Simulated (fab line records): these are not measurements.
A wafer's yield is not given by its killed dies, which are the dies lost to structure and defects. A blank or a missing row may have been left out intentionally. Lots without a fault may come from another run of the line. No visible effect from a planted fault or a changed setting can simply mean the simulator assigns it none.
fab line records	flow sky130
record lots=13	wafers=39	lastDay=51
route steps=708 shown FIELD_ISO@24 VT_ADJUST_HVTP@96 VT_ADJUST_PCH@151 SONOS_ONO@182 PAD_OPEN@708
lots untouched by any fault: they come from a run of this same line in which no faults occurred
startH: hours from the record's first day to the start of the lot's first wafer shown	waitH: how many hours have passed since the lot's step before this one	" same as the row above	L1.1+2: a single row standing in for several wafers	- value missing, or start not given	* or withheld: withheld	< > ~ a bound
route shown NAME@n: names a module that has steps shown in the file, with the first one's number in the route	usual: the fault-free wafers' mean and standard deviation	same: alike in all rows	chamber/n: place in a boat	sites: per-site readings	_std_site: their standard deviation	_edge_site: mean of outer sites minus mean of inner sites	radiusMm: how far each site lies from the wafer's centre	mask NAME#n: copy n	behind: tool/chamber where the wafer was last shaped	hold: the reason the lot was held/the length of the hold in hours/how it ended	device: the n, p or np transistor that did not switch	end of line: the same wafers' tests at the end of the route	a step without rows: its recipe alone	killed: at the first sort, the dies lost to defects and structure; wafer yield is something else	map: dies across one wafer; x = killed, . = not, _ = none there
set.NAME: setting as actually run; set.NAME@STEP: the setting as run at that earlier step	model.NAME: the simulator's own value behind a step, which no gauge read
the route's steps for a sample of lots (tables are steps, rows are wafers)
services: from which hour (startH, from the record's first day; less than 0 if before it) a tool's chamber was out of use, for how many hours, and why
## steps
# step SKY_FIELD_ISO_THK_MEAS_23
# recipe reads=SiO2_of_FIELD_ISO_OXIDATION_22
# usual FIELD_ISO_OXIDATION_01_THK=9.93/0.22
lot.wafer	tool	chamber	startH	waitH	FIELD_ISO_OXIDATION_01_THK[nm]
L211.2	filmMetro-03	-	45.90	0.0	9.16
L211.5	"	-	"	"	9.35
L211.6	"	-	"	"	9.30
L212.3	filmMetro-02	-	48.43	0.0	9.84
L212.4	"	-	"	"	9.79
L212.5	"	-	"	"	9.67
L213.2	filmMetro-01	-	54.14	0.0	9.69
L213.3	"	-	"	"	9.77
L213.6	"	-	"	"	9.81
L215.1	filmMetro-01	-	65.94	0.0	9.64
L215.2	"	-	"	"	9.89
L215.5	"	-	"	"	9.81
L216.1	filmMetro-02	-	72.60	0.0	9.89
L216.4	"	-	"	"	10.14
L216.5	"	-	"	"	9.97
L219.1	filmMetro-02	-	86.11	0.0	10.18
L219.5	"	-	"	"	10.15
L219.6	"	-	"	"	10.21
L223.1	filmMetro-01	-	106.18	0.0	9.74
L223.4	"	-	"	"	9.78
L223.6	"	-	"	"	9.77
L224.2	filmMetro-03	-	109.24	0.0	9.71
L224.3	"	-	"	"	9.90
L224.4	"	-	"	"	9.80
L225.1	filmMetro-02	-	114.54	0.0	10.13
L225.3	"	-	"	"	9.90
L225.4	"	-	"	"	9.88
L227.1	filmMetro-02	-	126.25	0.0	9.84
L227.3	"	-	"	"	9.87
L227.6	"	-	"	"	9.83
L229.1	filmMetro-02	-	135.31	0.0	10.15
L229.3	"	-	"	"	9.96
L229.5	"	-	"	"	10.03
L230.1	filmMetro-03	-	143.39	0.0	10.00
L230.3	"	-	"	"	10.20
L230.6	"	-	"	"	10.20
L232.4	filmMetro-02	-	153.23	0.0	10.17
L232.5	"	-	"	"	10.02
L232.6	"	-	"	"	10.14
# step SKY_VT_ADJUST_HVTP_TW_MEAS_11
# usual VT_ADJUST_HVTP_TW=1353/17
lot.wafer	tool	chamber	startH	waitH	VT_ADJUST_HVTP_TW
L211.2	filmMetro-02	-	145.77	0.1	1364
L211.5	"	-	"	"	1374
L211.6	"	-	"	"	1370
L212.3	filmMetro-03	-	148.93	0.1	1342
L212.4	"	-	"	"	1332
L212.5	"	-	"	"	1341
L213.2	filmMetro-02	-	154.12	0.1	1382
L213.3	"	-	"	"	1373
L213.6	"	-	"	"	1375
L215.1	filmMetro-02	-	166.51	0.1	1368
L215.2	"	-	"	"	1373
L215.5	"	-	"	"	1372
L216.1	filmMetro-02	-	174.45	0.1	1361
L216.4	"	-	"	"	1358
L216.5	"	-	"	"	1369
L219.1	filmMetro-03	-	191.41	0.1	1346
L219.5	"	-	"	"	1343
L219.6	"	-	"	"	1346
L223.1	filmMetro-04	-	219.87	0.1	1362
L223.4	"	-	"	"	1369
L223.6	"	-	"	"	1365
L224.2	filmMetro-03	-	219.99	0.1	1326
L224.3	"	-	"	"	1332
L224.4	"	-	"	"	1328
L225.1	filmMetro-02	-	225.65	0.1	1370
L225.3	"	-	"	"	1381
L225.4	"	-	"	"	1374
L227.1	filmMetro-02	-	238.61	0.1	1376
L227.3	"	-	"	"	1373
L227.6	"	-	"	"	1367
L229.1	filmMetro-03	-	251.75	0.1	1336
L229.3	"	-	"	"	1339
L229.5	"	-	"	"	1341
L230.1	filmMetro-02	-	267.00	0.1	1366
L230.3	"	-	"	"	1374
L230.6	"	-	"	"	1365
L232.4	filmMetro-02	-	274.19	0.1	1361
L232.5	"	-	"	"	1369
L232.6	"	-	"	"	1356
# step SKY_VT_ADJUST_PCH_IMPLANT_08
# recipe species=B	energyKev=10.06	doseCm2=5e+11	tiltDeg=withheld
# usual doseIonsCm2=5e+11/5.5e+08	faradayCurrentUA=2.82/0.053
lot.wafer	tool	chamber	startH	waitH	doseIonsCm2	faradayCurrentUA
L211.2	implanter-01	0	256.41	0.0	5.003e+11	2.82
L211.5	"	0	"	"	5.005e+11	2.68
L211.6	"	0	"	"	5.004e+11	2.87
L212.3	implanter-03	0	258.89	0.1	4.992e+11	2.86
L212.4	"	0	"	"	4.993e+11	2.81
L212.5	"	0	"	"	4.998e+11	2.85
L213.2	implanter-02	0	268.21	0.0	5e+11	2.88
L213.3	"	0	"	"	4.997e+11	2.80
L213.6	"	0	"	"	5.006e+11	2.87
L215.1	implanter-03	0	282.38	0.0	4.994e+11	2.78
L215.2	"	0	"	"	4.99e+11	2.88
L215.5	"	0	"	"	4.99e+11	2.95
L216.1	implanter-01	0	290.13	0.0	5.002e+11	2.77
L216.4	"	0	"	"	5.001e+11	2.81
L216.5	"	0	"	"	5.005e+11	2.81
L219.1	implanter-03	0	309.68	0.0	5e+11	2.76
L219.5	"	0	"	"	4.984e+11	2.87
L219.6	"	0	"	"	4.995e+11	2.86
L223.1	implanter-03	0	343.28	0.0	1.972e+11	1.13
L223.4	"	0	"	"	1.97e+11	1.12
L223.6	"	0	"	"	1.977e+11	1.10
L224.2	implanter-03	0	346.41	0.0	1.976e+11	1.09
L224.3	"	0	"	"	1.969e+11	1.13
L224.4	"	0	"	"	1.972e+11	1.15
L225.1	implanter-03	0	351.48	0.0	1.979e+11	1.13
L225.3	"	0	"	"	1.976e+11	1.15
L225.4	"	0	"	"	1.973e+11	1.08
L227.1	implanter-01	0	366.98	0.0	4.994e+11	2.78
L227.3	"	0	"	"	4.998e+11	2.83
L227.6	"	0	"	"	4.999e+11	2.77
L229.1	implanter-01	0	384.04	0.0	4.99e+11	2.86
L229.3	"	0	"	"	4.991e+11	2.77
L229.5	"	0	"	"	5e+11	2.92
L230.1	implanter-01	0	403.83	0.0	5.003e+11	2.77
L230.3	"	0	"	"	5.002e+11	2.75
L230.6	"	0	"	"	5.001e+11	2.78
L232.4	implanter-01	0	412.16	0.1	5.005e+11	2.85
L232.5	"	0	"	"	5e+11	2.88
L232.6	"	0	"	"	5.005e+11	2.82
# step SKY_VT_ADJUST_PCH_TW_MEAS_10
# usual VT_ADJUST_PCH_TW=143.6/1.4
lot.wafer	tool	chamber	startH	waitH	hold	VT_ADJUST_PCH_TW
L211.2	filmMetro-04	-	256.65	0.1	-	142.8
L211.5	"	-	"	"	-	143.0
L211.6	"	-	"	"	-	143.4
L212.3	filmMetro-02	-	259.11	0.1	-	144.6
L212.4	"	-	"	"	-	144.6
L212.5	"	-	"	"	-	143.5
L213.2	filmMetro-02	-	268.44	0.1	-	143.9
L213.3	"	-	"	"	-	144.3
L213.6	"	-	"	"	-	143.7
L215.1	filmMetro-04	-	282.63	0.1	-	143.4
L215.2	"	-	"	"	-	142.5
L215.5	"	-	"	"	-	144.1
L216.1	filmMetro-03	-	290.38	0.1	-	141.4
L216.4	"	-	"	"	-	141.5
L216.5	"	-	"	"	-	140.5
L219.1	filmMetro-02	-	309.93	0.1	-	144.9
L219.5	"	-	"	"	-	144.0
L219.6	"	-	"	"	-	144.0
L223.1	filmMetro-04	-	343.53	0.1	awaitDispo/0.2h/release	114.4
L223.4	"	-	"	"	awaitDispo/0.2h/release	113.3
L223.6	"	-	"	"	awaitDispo/0.2h/release	114.7
L223.1	filmMetro-04	-	343.76	0.2	-	113.8
L223.4	"	-	"	"	-	113.9
L223.6	"	-	"	"	-	114.3
L224.2	filmMetro-04	-	346.65	0.1	awaitDispo/0.2h/release	114.4
L224.3	"	-	"	"	awaitDispo/0.2h/release	114.7
L224.4	"	-	"	"	awaitDispo/0.2h/release	114.6
L224.2	filmMetro-04	-	346.88	0.2	-	114.2
L224.3	"	-	"	"	-	114.8
L224.4	"	-	"	"	-	114.4
L225.1	filmMetro-02	-	351.73	0.1	awaitDispo/0.2h/release	114.8
L225.3	"	-	"	"	awaitDispo/0.2h/release	115.2
L225.4	"	-	"	"	awaitDispo/0.2h/release	113.9
L225.1	filmMetro-02	-	351.96	0.2	-	114.5
L225.3	"	-	"	"	-	114.7
L225.4	"	-	"	"	-	115.2
L227.1	filmMetro-04	-	367.23	0.1	-	144.8
L227.3	"	-	"	"	-	144.3
L227.6	"	-	"	"	-	144.9
L229.1	filmMetro-02	-	384.29	0.1	-	144.2
L229.3	"	-	"	"	-	145.3
L229.5	"	-	"	"	-	145.0
L230.1	filmMetro-04	-	404.08	0.1	-	145.5
L230.3	"	-	"	"	-	143.6
L230.6	"	-	"	"	-	144.6
L232.4	filmMetro-02	-	412.36	0.1	-	144.4
L232.5	"	-	"	"	-	143.9
L232.6	"	-	"	"	-	144.6
# step SKY_SONOS_ONO_OVL_MEAS_14
# usual SONOS_ONO_OVL=0.0/1.4
lot.wafer	tool	chamber	startH	waitH	SONOS_ONO_OVL[nm]
L211.2	overlay-01	-	314.23	0.1	-1.5
L211.5	"	-	"	"	-1.2
L211.6	"	-	"	"	-2.2
L212.3	overlay-02	-	315.14	0.1	1.5
L212.4	"	-	"	"	0.7
L212.5	"	-	"	"	0.7
L213.2	overlay-01	-	326.46	0.1	-1.6
L213.3	"	-	"	"	0.2
L213.6	"	-	"	"	0.7
L215.1	overlay-01	-	342.17	0.1	1.5
L215.2	"	-	"	"	0.5
L215.5	"	-	"	"	1.2
L216.1	overlay-02	-	353.22	0.1	1.4
L216.4	"	-	"	"	1.9
L216.5	"	-	"	"	2.4
L219.1	overlay-02	-	370.37	0.1	1.1
L219.5	"	-	"	"	2.7
L219.6	"	-	"	"	1.0
L223.1	overlay-01	-	409.30	0.1	-0.8
L223.4	"	-	"	"	-0.5
L223.6	"	-	"	"	0.6
L224.2	overlay-02	-	412.88	0.1	-1.9
L224.3	"	-	"	"	0.4
L224.4	"	-	"	"	-0.8
L225.1	overlay-02	-	416.05	0.1	-0.5
L225.3	"	-	"	"	-1.5
L225.4	"	-	"	"	-2.7
L227.1	overlay-02	-	433.82	0.1	-0.5
L227.3	"	-	"	"	0.1
L227.6	"	-	"	"	-0.6
L229.1	overlay-02	-	453.17	0.1	-1.3
L229.3	"	-	"	"	-1.4
L229.5	"	-	"	"	-1.4
L230.1	overlay-02	-	472.27	0.1	0.2
L230.3	"	-	"	"	-0.4
L230.6	"	-	"	"	1.9
L232.4	overlay-01	-	480.08	0.1	0.3
L232.5	"	-	"	"	-0.4
L232.6	"	-	"	"	0.9
# step SKY_PAD_OPEN_PROBE_99
# usual killed_at_M0_to_M3=43/7.5	killed_at_M4_up=3.2/1.9	killedAtContacts=24/5.6	killedAtFrontEnd=15/4.8	killedAtOther=0.2/0.54	killedDies=86/11	killedOpen=47/7.6	killedShort=39/7.1
# same grossDies=492	killedAtBackSide=0
lot.wafer	tool	chamber	startH	waitH	killed_at_M0_to_M3	killed_at_M4_up	killedAtContacts	killedAtFrontEnd	killedAtOther	killedDies	killedOpen	killedShort
L213.2	prober-02	-	1127.85	0.1	35	3	26	10	0	74	40	34
L213.3	prober-02	-	1127.90	0.2	48	3	27	16	0	94	43	51
L213.6	prober-02	-	1128.05	0.2	41	3	24	17	0	85	46	39
L215.1	prober-02	-	1137.71	0.1	45	6	20	14	0	85	51	34
L215.2	prober-02	-	1137.76	0.1	50	0	25	16	0	91	46	45
L215.5	prober-02	-	1137.91	0.2	45	4	27	19	0	95	54	41
L224.2	prober-01	-	1180.80	0.1	41	4	23	9	0	77	34	43
L224.3	prober-01	-	1180.85	0.2	60	7	26	14	0	107	56	51
L224.4	prober-01	-	1180.90	0.2	39	3	22	14	0	78	43	35
L225.1	prober-02	-	1185.30	0.1	67	5	19	17	0	108	56	52
L225.3	prober-02	-	1185.40	0.2	43	1	28	20	0	92	42	50
L225.4	prober-02	-	1185.45	0.2	46	4	21	16	0	87	52	35
L227.1	prober-02	-	1193.11	0.1	41	3	26	18	1	89	48	41
L227.3	prober-02	-	1193.21	0.2	40	2	37	17	0	96	51	45
L227.6	prober-02	-	1193.36	0.2	29	2	21	21	0	73	35	38
# killed by level:class
L213.2 VIA1:geometricParticle:open=9 CONTACT:geometricParticle:open=8 LI_CONTACT:geometricParticle:open=7 CONTACT:geometricParticle:short=6 VIA2:geometricParticle:short=5 VIA3:geometricParticle:open=4 VIA2:geometricParticle:open=4 VIA1:geometricParticle:short=3
L213.3 CONTACT:geometricParticle:open=10 VIA1:geometricParticle:short=9 LI_CONTACT:geometricParticle:open=9 VIA3:geometricParticle:open=9 METAL2:geometricParticle:short=7 FIELD_ISO:geometricParticle:short=6 VIA1:geometricParticle:open=6 CONTACT:geometricParticle:short=5
L213.6 VIA1:geometricParticle:open=9 VIA2:geometricParticle:open=8 LI_CONTACT:geometricParticle:open=6 CONTACT:geometricParticle:short=6 FIELD_ISO:geometricParticle:short=5 VIA1:geometricParticle:short=5 POLY_GATE:geometricParticle:open=5 VIA2:geometricParticle:short=5
L215.1 VIA1:geometricParticle:open=12 CONTACT:geometricParticle:open=10 VIA3:geometricParticle:open=8 LI_CONTACT:geometricParticle:open=6 VIA1:geometricParticle:short=5 VIA2:geometricParticle:short=5 POLY_GATE:geometricParticle:short=4 METAL1:geometricParticle:short=4
L215.2 VIA1:geometricParticle:open=12 CONTACT:geometricParticle:open=9 VIA3:geometricParticle:open=7 CONTACT:geometricParticle:short=6 METAL3:geometricParticle:short=6 FIELD_ISO:geometricParticle:short=5 METAL1:geometricParticle:short=5 VIA1:geometricParticle:short=5
L215.5 VIA1:geometricParticle:open=15 LI_CONTACT:geometricParticle:open=9 POLY_GATE:geometricParticle:open=6 LOCAL_INTERCONNECT:geometricParticle:short=6 CONTACT:geometricParticle:open=6 METAL1:geometricParticle:short=5 VIA3:geometricParticle:open=5 METAL2:geometricParticle:short=5
L224.2 CONTACT:geometricParticle:open=9 VIA1:geometricParticle:open=7 CONTACT:geometricParticle:short=6 METAL1:geometricParticle:short=6 VIA2:geometricParticle:short=6 METAL2:geometricParticle:short=5 VIA2:geometricParticle:open=5 VIA1:geometricParticle:short=4
L224.3 VIA1:geometricParticle:open=14 VIA3:geometricParticle:open=9 VIA2:geometricParticle:open=7 LI_CONTACT:geometricParticle:open=7 METAL2:geometricParticle:short=7 LOCAL_INTERCONNECT:geometricParticle:short=6 VIA1:geometricParticle:short=6 METAL1:geometricParticle:short=6
L224.4 METAL1:geometricParticle:short=9 LI_CONTACT:geometricParticle:open=8 CONTACT:geometricParticle:open=8 VIA2:geometricParticle:open=7 FIELD_ISO:geometricParticle:open=6 VIA1:geometricParticle:open=6 VIA3:geometricParticle:open=5 LOCAL_INTERCONNECT:geometricParticle:short=4
L225.1 VIA1:geometricParticle:open=15 VIA2:geometricParticle:open=9 METAL2:geometricParticle:short=9 FIELD_ISO:geometricParticle:short=7 VIA3:geometricParticle:short=6 CONTACT:geometricParticle:open=6 METAL1:geometricParticle:short=6 LI_CONTACT:geometricParticle:open=5
L225.3 VIA1:geometricParticle:open=10 CONTACT:geometricParticle:open=7 LI_CONTACT:geometricParticle:open=6 CONTACT:geometricParticle:short=6 VIA2:geometricParticle:short=6 VIA2:geometricParticle:open=6 FIELD_ISO:geometricParticle:open=5 LOCAL_INTERCONNECT:geometricParticle:short=5
L225.4 VIA1:geometricParticle:open=12 LI_CONTACT:geometricParticle:open=8 CONTACT:geometricParticle:open=7 METAL2:geometricParticle:short=7 VIA3:geometricParticle:open=6 VIA2:geometricParticle:short=5 VIA2:geometricParticle:open=5 SPACER:geometricParticle:open=4
L227.1 CONTACT:geometricParticle:open=14 FIELD_ISO:geometricParticle:open=7 METAL3:geometricParticle:short=7 VIA1:geometricParticle:open=7 METAL1:geometricParticle:short=6 VIA2:geometricParticle:open=6 POLY_GATE:geometricParticle:short=4 LI_CONTACT:geometricParticle:open=4
L227.3 CONTACT:geometricParticle:open=14 VIA1:geometricParticle:open=11 LOCAL_INTERCONNECT:geometricParticle:short=7 CONTACT:geometricParticle:short=7 LI_CONTACT:geometricParticle:open=6 POLY_GATE:geometricParticle:short=5 METAL1:geometricParticle:short=5 FIELD_ISO:geometricParticle:open=4
L227.6 CONTACT:geometricParticle:open=6 VIA1:geometricParticle:open=6 FIELD_ISO:geometricParticle:short=5 POLY_GATE:geometricParticle:open=5 LI_CONTACT:geometricParticle:open=5 VIA1:geometricParticle:short=5 SPACER:geometricParticle:short=4 LI_CONTACT:geometricParticle:short=4
## services
tool	chamber	startH	hours	kind
implanter-03	-	243.46	0.7	repair
implanter-03	-	255.02	3.5	repair
implanter-03	-	267.63	3.1	repair
implanter-01	-	290.38	4.5	repair
implanter-01	-	306.59	4.3	pm
implanter-01	-	369.62	4.0	pm
implanter-03	-	382.02	4.3	repair
implanter-03	-	386.29	3.3	pm
implanter-03	-	399.62	3.4	repair
## key
firstSign step=SKY_VT_ADJUST_PCH_IMPLANT_08	reading=doseIonsCm2	direction=down	sigmas=99+	usual=*	struck=*
effect step=SKY_VT_ADJUST_PCH_IMPLANT_08	reading=faradayCurrentUA	direction=down	sigmas=32	usual=2.82	struck=1.12
effect step=SKY_VT_ADJUST_PCH_TW_MEAS_10	reading=visit	direction=added
effect step=SKY_VT_ADJUST_PCH_TW_MEAS_10	reading=VT_ADJUST_PCH_TW	direction=down	sigmas=21	usual=143.6	struck=114.4
metAt SKY_VT_ADJUST_PCH_IMPLANT_08
struckLots L223,L224,L225
testerLeftOut L223,L224,L225
notActingAt SKY_FIELD_ISO_THK_MEAS_23,SKY_VT_ADJUST_HVTP_TW_MEAS_11,SKY_SONOS_ONO_OVL_MEAS_14
onsetBetween 309.68 343.28
fault kind=processParameterDrift	tool=implanter-03	chamber=-	onsetH=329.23	steps=SKY_VT_ADJUST_PCH_IMPLANT_08	channel=doseCm2	offset=*	shape=step	endH=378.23	actsIn=*	stated=*
# testerLeftOut: of these lots the tester's yield and bins aren't shown, on N5 and GAA mostly nor the transistor test; their killed dies are dies lost to structure and defects alone, not to doping, threshold or leakage, so they don't give the yield
